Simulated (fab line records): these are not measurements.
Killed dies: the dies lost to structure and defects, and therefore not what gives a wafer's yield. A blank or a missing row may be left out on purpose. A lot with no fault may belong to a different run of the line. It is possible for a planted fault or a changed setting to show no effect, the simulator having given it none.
Matching of chambers	flow sky130	rie-diel-03 running SKY_FIELD_ISO_ETCH_14: 4 sister chambers
The step etches BARC in N2/H2, stops on SiO2, time 45.9 s, target depth 60 nm. 4 wafers are shown with their chamber, then 7 later ones without.

## WAFERS WITH THEIR CHAMBER
wafer	chamber	drypump-motor-current-A (A)
L949.4	0	4.6
L950.3	1	5.0
L952.2	3	5.9
L952.3	2	5.9

## WAFERS MISSING THEIR CHAMBER
wafer	drypump-motor-current-A (A)
L952.6	5.9
L955.1	5.8
L955.4	5.0
L955.6	5.8
L956.1	6.0
L956.2	4.6
L956.5	5.0

## WHICH CHAMBER EACH WENT THROUGH
wafer	from the rows above	in truth
L952.6	can't be placed: 2 or 3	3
L955.1	can't be placed: 2 or 3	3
L955.4	1	1
L955.6	can't be placed: 2 or 3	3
L956.1	can't be placed: 2 or 3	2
L956.2	0	0
L956.5	1	1
Correctly placed: 3 of 7. Unplaceable from these rows: 4, with the true chamber sitting among the candidates in 4. Placed wrongly: 0.
How it was worked out, from the rows above alone: a wafer's distance from a chamber is the root of the sum, over the readings, of the square of ((its reading less the chamber's mean) divided by the reading's scatter). The wafer belongs to the nearest chamber; if the next one is less than 2 further off, it can't be placed. For every chamber, the mean is computed from those of its wafers that are shown. The scatter: root of mean squared gap, hidden wafer to nearest shown wafer, with one shown wafer a chamber.
